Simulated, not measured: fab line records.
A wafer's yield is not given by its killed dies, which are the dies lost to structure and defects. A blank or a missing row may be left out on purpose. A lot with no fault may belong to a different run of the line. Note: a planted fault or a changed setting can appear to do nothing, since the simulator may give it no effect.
The tool behind it: which one? + flow sky130 + 36 wafers from 12 lots sampled at 2 of the route's 708 steps

## WHAT THE GAUGES SHOWED, per wafer
SKY_POLY_GATE_THK_MEAS_21.
| lot  | measured     | on            | POLY_GATE_OXIDATION_THK (nm) |
|------|--------------|---------------|------------------------------|
| L075 | day 16 10:46 | film metro-04 | 4.08 4.08 4.05               |
| L077 | day 17 03:53 | film metro-03 | 4.13 4.15 4.15               |
| L079 | day 18 06:11 | film metro-04 | 4.01 4.02 3.96               |
| L081 | day 18 15:37 | film metro-04 | 4.00 3.93 3.86               |
| L083 | day 19 14:25 | film metro-03 | 4.06 3.93 3.99               |
| L085 | day 20 06:18 | film metro-02 | 3.97 3.95 4.01               |
| L087 | day 20 21:01 | film metro-04 | 3.97 4.05 3.95               |
| L089 | day 21 16:19 | film metro-04 | 3.90 3.85 3.90               |
| L091 | day 22 13:39 | film metro-02 | 4.00 3.95 3.99               |
| L097 | day 25 02:37 | film metro-03 | 4.10 4.05 4.22               |
| L095 | day 25 05:03 | film metro-04 | 4.11 4.21 4.11               |
| L093 | day 25 06:46 | film metro-04 | 4.05 4.03 3.96               |

## WHICH TOOL RAN EACH LOT (tool, then ch and the chambers of the sampled wafers, then the start)
| lot  | SKY_NWELL_STRIP_25                   |
|------|--------------------------------------|
| L075 | plasma asher-02 ch 0,1, day 5 14:33  |
| L077 | plasma asher-01 ch 0,1, day 5 22:25  |
| L079 | plasma asher-01 ch 0,1, day 6 13:28  |
| L081 | plasma asher-04 ch 0,1, day 6 17:47  |
| L083 | plasma asher-01 ch 0,1, day 7 09:10  |
| L085 | plasma asher-02 ch 0,1, day 7 21:37  |
| L087 | plasma asher-01 ch 0,1, day 8 09:13  |
| L089 | plasma asher-04 ch 0,1, day 8 18:46  |
| L091 | plasma asher-01 ch 0,1, day 9 10:34  |
| L097 | plasma asher-02 ch 0,1, day 11 13:10 |
| L095 | plasma asher-04 ch 0,1, day 11 14:10 |
| L093 | plasma asher-02 ch 0,1, day 11 15:31 |
- SKY_NWELL_STRIP_25: strips in O2/N2.

## THE ANSWER, worked out from the rows above alone
Rule: usual is defined by the lots themselves. The widest of any qualifying gaps counts: lots, ordered by their means at a reading, are off when they make up no more than a third of the lots, leave a main group of 4 or more, and stand apart from it by 3 or more times the standard deviation of that group's means. Not used: any main group whose means are identical at the precision the tables above print for the reading. A lot without any number at a reading at which 4 lots or more have one is off too. Any other lot the step has rows for is counted as sound.
Nothing can be told from this: no lot is off at any reading shown.

## WHAT THE SIMULATOR HAD PUT IN
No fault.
